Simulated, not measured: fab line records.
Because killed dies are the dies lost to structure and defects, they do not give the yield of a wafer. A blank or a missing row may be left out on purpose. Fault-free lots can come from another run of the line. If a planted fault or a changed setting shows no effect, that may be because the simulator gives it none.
A struck lot beside a sound one / flow sky130 / 30 out of 708 route steps
Sound: wafers L780.2, L780.4, L780.6. Wafers struck: L787.1, L787.3, L787.5. The cause comes at the end.
At each step with rows: each side's tool, then ch and its chambers, then its first start. Under that, the readings that differ: sound wafers / struck wafers / difference of the means / sigmas: that difference in standard deviations of wafers without a fault.
alike: readings whose means differ by less than 2 such deviations, and words and numbers that are the same on both sides. not compared: withheld readings, readings that some wafer has no value for, bounds like >300 that may hide the same value, and numbers for which the record gives no deviation and whose values overlap.
The two part at a step that has a row with sigmas, a row that says differs or no value, or rows on one side only. Numbers that don't overlap but have no deviation are shown without sigmas and don't part them. A reading that every wafer of one side lacks parts them only if that side has two wafers or more.

first, 5 steps without rows for these wafers: SKY_SONOS_ONO_COAT_08 (resist thk 1140 nm); SKY_SONOS_ONO_SOFTBAKE_09 (time 60 s); SKY_SONOS_ONO_EXPOSE_10 (exposes mask ONOM, target cd 410 nm); SKY_SONOS_ONO_PEB_11; SKY_SONOS_ONO_DEVELOP_12 (develop time 60 s).
SKY_SONOS_ONO_CD_MEAS_13 targets a cd of 410 nm.
  sound: cd-sem-01 at day 13 05:38; struck: cd-sem-02 at day 15 10:55
  alike: cd-nm
SKY_SONOS_ONO_OVL_MEAS_14:
  sound: overlay-02 at day 13 05:44; struck: overlay-02 at day 15 11:02
reading=SONOS_ONO_OVL (nm); sound=-1.5 -0.2 -0.9; struck=1.8 2.7 1.5; difference=+2.9; sigmas=+2
SKY_SONOS_ONO_ETCH_15: etches the open film in CHF3/O2, target depth 19.52 nm, time 7.8 s.
  sound on rie-diel-03 ch 1,2,3, day 13 05:46; struck on rie-diel-01 ch 0,2, day 15 11:04
  alike: chf3-flow-sccm, drypump-motor-current-A, oes-product-au, throttle-valve-pct
  not compared: rf-hours-counter-h
then, 1 step without rows for these wafers: SKY_SONOS_ONO_WET_ETCH_16 (etches SiO2 in dHF, target depth 14 nm, time 280 s).
SKY_SONOS_ONO_STRIP_17: strips in O2/N2.
  sound on plasma-asher-01 ch 0,1, day 13 05:53; struck on plasma-asher-04 ch 0, day 15 11:11
reading=drypump-motor-current-A (A); sound=5.4 5.4 5.0; struck=6.7 6.6 6.6; difference=+1.4; sigmas=+2
  alike: oes-product-au, strip-time-to-endpoint-s
  not compared: rf-hours-counter-h
then, 2 steps without rows for these wafers: SKY_SONOS_ONO_WET_ETCH_18 (etches Si3N4 in H3PO4, target depth 15 nm, time 172 s); SKY_GATE_OXIDE_CLEAN_00 (cleans in SC1/SC2, time 150 s).
SKY_GATE_OXIDE_OXIDATION_01: stabilise 600 s, purge 300 s, target thk 10.268 nm.
  sound on furnace-01 ch 0, day 13 06:26; struck on furnace-02 ch 0, day 15 11:23
reading=spike-tc-bottom-C (C); sound=923.2 923.7 922.9; struck=912.9 912.6 911.3; difference=-11.0; sigmas=-5
reading=spike-tc-centre-C (C); sound=901.1 899.6 899.8; struck=892.8 891.5 893.0; difference=-7.7; sigmas=-5
reading=spike-tc-lower-C (C); sound=901.6 902.1 902.5; struck=895.5 894.1 892.2; difference=-8.1; sigmas=-7
reading=spike-tc-top-C (C); sound=910.8 909.1 910.9; struck=898.6 899.4 898.6; difference=-11.4; sigmas=-4
reading=spike-tc-upper-C (C); sound=902.0 903.8 902.1; struck=894.1 892.9 894.6; difference=-8.8; sigmas=-6
reading=tube-center-temp-C (C); sound=899.99 900.28 900.08; struck=893.78 893.72 893.76; difference=-6.36; sigmas=-71
reading=tube_center_temp_C_max; sound=901.9 902.5 902.0; struck=895.7 896.4 896.0; difference=-6.1; sigmas=-17
reading=model.SiO2_of_GATE_OXIDE_OXIDATION_01.thk-nm (nm); sound=10.45 10.6 10.42; struck=9.47 9.482 9.588; difference=-0.98; sigmas=
SKY_GATE_OXIDE_THK_MEAS_02:
  sound: film-metro-04 at day 13 07:51; struck: film-metro-02 at day 15 12:47
reading=GATE_OXIDE_OXIDATION_00_THK (nm); sound=10.46 10.55 10.42; struck=9.48 9.48 9.57; difference=-0.97; sigmas=-5
then, 7 steps without rows for these wafers: SKY_GATE_OXIDE_DEHYDRATE_03 (time 60 s); SKY_GATE_OXIDE_HMDS_04 (prime time 60 s); SKY_GATE_OXIDE_COAT_05 (resist thk 1140 nm); SKY_GATE_OXIDE_SOFTBAKE_06 (time 60 s); SKY_GATE_OXIDE_EXPOSE_07 (exposes mask LVOM, target cd 600 nm); SKY_GATE_OXIDE_PEB_08; SKY_GATE_OXIDE_DEVELOP_09 (develop time 60 s).
SKY_GATE_OXIDE_OVL_MEAS_10:
  sound: overlay-01 at day 14 09:04; struck: overlay-01 at day 16 16:55
reading=GATE_OXIDE_OVL (nm); sound=2.9 0.6 0.2; struck=-1.7 -1.6 -2.9; difference=-3.3; sigmas=-2
then, 2 steps without rows for these wafers: SKY_GATE_OXIDE_IMPLANT_11; SKY_GATE_OXIDE_WET_ETCH_12 (etches SiO2 in dHF, target depth 16.8 nm, time 336 s).
SKY_GATE_OXIDE_STRIP_13: strips in O2/N2.
  sound on plasma-asher-03 ch 0,1, day 14 09:21; struck on plasma-asher-04 ch 1, day 16 17:12
  alike: drypump-motor-current-A, oes-product-au, strip-time-to-endpoint-s
  not compared: rf-hours-counter-h
SKY_GATE_OXIDE_TW_MEAS_14:
  sound: film-metro-02 at day 14 09:28; struck: film-metro-04 at day 16 17:18
  alike: GATE_OXIDE_TW
then, 1 step without rows for these wafers: SKY_GATE_OXIDE_CLEAN_15 (cleans in SC1/SC2, time 150 s).
SKY_GATE_OXIDE_OXIDATION_16: stabilise 600 s, purge 300 s, target thk 3.57 nm.
  sound on furnace-02 ch 0, day 14 09:46; struck on furnace-01 ch 0, day 16 17:25
reading=spike-tc-bottom-C (C); sound=819.1 820.9 821.5; struck=824.2 825.6 825.0; difference=+4.4; sigmas=+2
reading=spike-tc-top-C (C); sound=804.3 806.8 806.5; struck=812.0 811.3 812.1; difference=+5.9; sigmas=+2
reading=model.SiO2_of_GATE_OXIDE_OXIDATION_01.thk-nm (nm); sound=11.75 11.9 11.73; struck=10.89 10.93 11; difference=-0.85; sigmas=
  alike: spike-tc-centre-C, spike-tc-lower-C, spike-tc-upper-C, tube-center-temp-C, tube_center_temp_C_max
then, 1 step without rows for these wafers: SKY_POLY_GATE_CVD_00 (deposits poly-Si, target thk 180 nm, time 720 s).
-- record jumps: 32 days separate the struck wafers' starts on either side; left off in module POLY_GATE, taken up again in module PAD_OPEN, whose first shown step is the route's number 708 --
SKY_PAD_OPEN_PROBE_99:
  sound: prober-02 at day 46 04:50; struck: prober-01 at day 48 05:49
reading=model.etest.nfet_16v.r-on-ohm-um; sound=1.383e+04 1.406e+04 1.4e+04; struck=1.358e+04 1.347e+04 1.358e+04; difference=-4.200e+02; sigmas=
reading=model.etest.tip-sonos.rs-ohm-sq; sound=2709 2721 2700; struck=2535 2577 2585; difference=-144; sigmas=
reading=model.etest.pfet-g5v0d10v5.r-on-ohm-um; sound=4728 4822 4790; struck=4653 4592 4650; difference=-148; sigmas=
reading=model.etest.nfet-g5v0d10v5.r-on-ohm-um; sound=1880 1921 1888; struck=1822 1797 1829; difference=-80; sigmas=
reading=model.etest.nfet-g5v0d10v5.drive-ua-um; sound=598.1 589.4 596.9; struck=647.8 645.5 638.2; difference=+49.0; sigmas=
reading=model.etest.nfet_05v0_nvt.drive-ua-um; sound=569.9 559.6 570; struck=611.7 610.8 603.3; difference=+42.1; sigmas=
reading=model.etest.pfet-g5v0d10v5.drive-ua-um; sound=336.9 328.2 336.4; struck=353.5 359.8 352.7; difference=+21.5; sigmas=
reading=model.etest.nfet_16v.drive-ua-um; sound=221.5 215.6 219; struck=238.5 238.5 235.7; difference=+18.9; sigmas=
  alike: killed_at_M0_to_M3, killed_at_M4_up, killed-at-contacts, killed-at-front-end, killed-at-other, killed-dies, killed-open, killed-short

## WHERE THEY PART
Earliest at SKY_SONOS_ONO_OVL_MEAS_14; latest, in this record, at SKY_GATE_OXIDE_OXIDATION_16. Later steps at which nothing parts them and some readings are alike: SKY_PAD_OPEN_PROBE_99.

WHY: what the simulator had put in
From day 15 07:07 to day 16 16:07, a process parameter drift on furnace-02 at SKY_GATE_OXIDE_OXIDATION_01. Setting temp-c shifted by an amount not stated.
